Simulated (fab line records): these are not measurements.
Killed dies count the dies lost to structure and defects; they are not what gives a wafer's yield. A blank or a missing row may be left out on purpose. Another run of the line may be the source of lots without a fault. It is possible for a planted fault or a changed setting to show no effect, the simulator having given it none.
A lot that was struck, set against a sound lot + flow sfq line + 42 steps out of a route of 325
Sound: wafers L485.1, L485.3, L485.5. Struck: wafers L479.1, L479.2. (L479.3 of the same lot was not struck and is left out.) The cause comes at the end.
Order at every step that has rows: each side's tool, ch and its chambers, its first start. Under that, the readings that differ: sound wafers + struck wafers + difference of the means + sigmas: that difference in standard deviations of wafers without a fault.
alike: words and numbers the same on both sides, and readings whose means are apart by under 2 such deviations; not compared: readings that were withheld, readings missing a value for some wafer, numbers with overlapping values and no deviation given by the record, and bounds like >300 which may hide the same value.
Wherever a step has rows on one side only, a row that says differs or no value, or a row with sigmas, the two part there. Numbers that don't overlap but have no deviation are shown without sigmas and don't part them. A reading that every wafer of one side lacks parts them only if that side has two wafers or more.

first, 6 steps without rows for these wafers: SFQ_TRILAYER_I1_VIA_LITHO_COAT_054 (resist thk 62 nm); SFQ_TRILAYER_I1_VIA_LITHO_COAT_049 (resist thk 650 nm); SFQ_TRILAYER_I1_VIA_LITHO_SOFTBAKE_053; SFQ_TRILAYER_I1_VIA_LITHO_EXPOSE_050 (exposes mask I1, target cd 500 nm); SFQ_TRILAYER_I1_VIA_LITHO_PEB_052 (peb time 60 s); SFQ_TRILAYER_I1_VIA_LITHO_DEVELOP_051 (time 60 s).
SFQ_I1_OVL_MEAS_913:
  sound on overlay-02 at day 35 11:39; struck on overlay-02 at day 27 01:43
  alike: I1_OVL
SFQ_TRILAYER_I1_VIA_BARC_OPEN_VIA_ETCH_071: etches BARC in O2, target depth 125 nm, time 41.7 s.
  sound on rie diel-03 ch 1,2, day 35 11:41; struck on rie diel-01 ch 0,2, day 27 01:44
  alike: drypump motor current A, oes product au
  not compared: rf hours counter h
then, 4 steps without rows for these wafers: SFQ_TRILAYER_I1_VIA_ETCH_VIA_ETCH_052 (etches SiO2 in CHF3, stops on Nb, target depth 260 nm); SFQ_TRILAYER_I1_VIA_STRIP_STRIP_053 (strips in O2); SFQ_TRILAYER_I1_VIA_STRIP_SOLV_CLEAN_054 (cleans in NMP, time 600 s); SFQ_TRILAYER_M2_DEP_PRE_CLEAN_056 (time 22.5 s).
SFQ_TRILAYER_M2_DEP_SPUTTER_055: material Nb, target thk 200 nm, time 133.3 s.
  sound on pvd sputter-04 at day 35 12:39; struck on pvd sputter-03 at day 27 02:53
| reading                                             | sound             | struck      | difference | sigmas |
|-----------------------------------------------------|-------------------|-------------|------------|--------|
| model.Nb_of_TRILAYER_M2_DEP_SPUTTER_055.thk nm (nm) | 198.3 199.3 202.3 | 156.1 159.1 | -42.4      |        |
  alike: throttle valve pct
SFQ_M2_RS_MEAS_914: uses a four-point probe to measure.
  sound on film metro-02 at day 35 12:44; struck on film metro-01 at day 27 02:58
| reading           | sound             | struck      | difference | sigmas |
|-------------------|-------------------|-------------|------------|--------|
| M2_NB_RS (ohm/sq) | 0.899 0.894 0.881 | 1.146 1.120 | +0.242     | +24    |
then, 6 steps without rows for these wafers: SFQ_TRILAYER_M2_LITHO_COAT_062 (resist thk 62 nm); SFQ_TRILAYER_M2_LITHO_COAT_057 (resist thk 600 nm); SFQ_TRILAYER_M2_LITHO_SOFTBAKE_061; SFQ_TRILAYER_M2_LITHO_EXPOSE_058 (exposes mask M2, target cd 500 nm); SFQ_TRILAYER_M2_LITHO_PEB_060 (peb time 60 s); SFQ_TRILAYER_M2_LITHO_DEVELOP_059 (time 60 s).
-- the record jumps here: 6 days lie between the struck wafers' starts before and after --
SFQ_M2_OVL_MEAS_916:
  sound on overlay-02 at day 35 15:10; struck on overlay-02 at day 33 12:55
  alike: M2_OVL
SFQ_TRILAYER_M2_BARC_OPEN_METAL_ETCH_077: etches BARC in O2, target depth 125 nm, time 41.7 s.
  sound on rie metal-02 ch 0, day 35 15:12; struck on rie metal-03 ch 0,1, day 33 12:57
| reading                     | sound       | struck  | difference | sigmas |
|-----------------------------|-------------|---------|------------|--------|
| drypump motor current A (A) | 4.8 4.8 4.8 | 6.3 6.5 | +1.6       | +2     |
  alike: oes product au
  not compared: rf hours counter h
SFQ_TRILAYER_M2_ETCH_METAL_ETCH_060: etches Nb in Cl2/Ar, stops on SiO2, target depth 240 nm, time 120 s.
  sound on rie metal-02 ch 0, day 35 15:16; struck on rie metal-03 ch 0,1, day 33 13:01
| reading                     | sound             | struck      | difference | sigmas |
|-----------------------------|-------------------|-------------|------------|--------|
| drypump motor current A (A) | 4.8 4.9 4.9       | 6.3 6.4     | +1.5       | +2     |
| oes product au (a.u.)       | 0.887 0.887 0.903 | 0.788 0.788 | -0.104     | -15    |
  not compared: rf hours counter h
then, 2 steps without rows for these wafers: SFQ_TRILAYER_M2_STRIP_STRIP_061 (strips in O2); SFQ_TRILAYER_M2_STRIP_SOLV_CLEAN_062 (cleans in NMP, time 600 s).
SFQ_TRILAYER_I2_DEP_PECVD_063: deposits SiO2 from SiH4/N2O, time 111.11 s, target thk 500 nm.
  sound on pecvd-04 ch 0,1,2, day 35 16:10; struck on pecvd-04 ch 0,2, day 33 13:55
  alike: chamber pressure Torr, heater power w, throttle valve pct
SFQ_TRILAYER_I2_CMP_CMP_064: polishes SiO2.
  sound on cmp-01 ch 1,2, day 37 01:17; struck on cmp-01 ch 2,3, day 34 10:17
  alike: motor current A, time to endpoint s
SFQ_I2_BOW_MEAS_917:
  sound on film metro-02 at day 37 03:47; struck on film metro-03 at day 34 12:47
| reading     | sound     | struck | difference | sigmas |
|-------------|-----------|--------|------------|--------|
| I2_BOW (um) | -7 -10 -4 | 4 15   | +16        | +2     |
then, 7 steps without rows for these wafers: SFQ_TRILAYER_I2_METRO_MEASURE_065; SFQ_TRILAYER_I2_VIA_LITHO_COAT_072 (resist thk 62 nm); SFQ_TRILAYER_I2_VIA_LITHO_COAT_067 (resist thk 650 nm); SFQ_TRILAYER_I2_VIA_LITHO_SOFTBAKE_071; SFQ_TRILAYER_I2_VIA_LITHO_EXPOSE_068 (exposes mask I2, target cd 500 nm); SFQ_TRILAYER_I2_VIA_LITHO_PEB_070 (peb time 60 s); SFQ_TRILAYER_I2_VIA_LITHO_DEVELOP_069 (time 60 s).
-- the record jumps here: 5 days lie between the struck wafers' starts before and after --
SFQ_I2_OVL_MEAS_918:
  sound on overlay-01 at day 42 04:44; struck on overlay-01 at day 39 22:41
| reading     | sound       | struck | difference | sigmas |
|-------------|-------------|--------|------------|--------|
| I2_OVL (nm) | -12 -10 -14 | 1 4    | +14        | +2     |
then, 2 steps without rows for these wafers: SFQ_TRILAYER_I2_VIA_BARC_OPEN_VIA_ETCH_096 (etches BARC in O2, target depth 125 nm, time 41.7 s); SFQ_TRILAYER_I2_VIA_ETCH_VIA_ETCH_070 (etches SiO2 in CHF3, stops on Nb, target depth 260 nm).
SFQ_TRILAYER_I2_VIA_STRIP_STRIP_071: strips in O2.
  sound on rie metal-02 ch 0,1, day 42 04:55; struck on rie metal-01 ch 0,1, day 39 22:52
  alike: drypump motor current A, oes product au, platen temp c
  not compared: rf hours counter h
then, 2 steps without rows for these wafers: SFQ_TRILAYER_I2_VIA_STRIP_SOLV_CLEAN_072 (cleans in NMP, time 600 s); SFQ_TRILAYER_M3_DEP_PRE_CLEAN_074 (time 22.5 s).
-- the record jumps here: 40 days lie between the struck wafers' starts before and after --
SFQ_M8_BOW_MEAS_951:
  sound on film metro-03 at day 79 21:53; struck on film metro-04 at day 79 12:17
| reading                 | sound                | struck      | difference | sigmas |
|-------------------------|----------------------|-------------|------------|--------|
| model.etest.m2.ohm um   | 1.795 1.793 1.764    | 2.29 2.229  | +0.48      |        |
| model.etest.i1.link ohm | 1.985 1.978 1.962    | 2.282 2.258 | +0.295     |        |
| model.etest.i2.link ohm | 1.979 1.984 1.965    | 2.219 2.207 | +0.237     |        |
| model.etest.m2.ohm sq   | 0.8982 0.8941 0.8805 | 1.141 1.12  | +0.240     |        |
  alike: M8_BOW

## WHERE THEY PART
Last at SFQ_I2_OVL_MEAS_918 as far as this record goes, first at SFQ_M2_RS_MEAS_914. Later steps at which nothing parts them and some readings are alike: SFQ_TRILAYER_I2_VIA_STRIP_STRIP_071, SFQ_M8_BOW_MEAS_951.

WHY: the cause the simulator had injected
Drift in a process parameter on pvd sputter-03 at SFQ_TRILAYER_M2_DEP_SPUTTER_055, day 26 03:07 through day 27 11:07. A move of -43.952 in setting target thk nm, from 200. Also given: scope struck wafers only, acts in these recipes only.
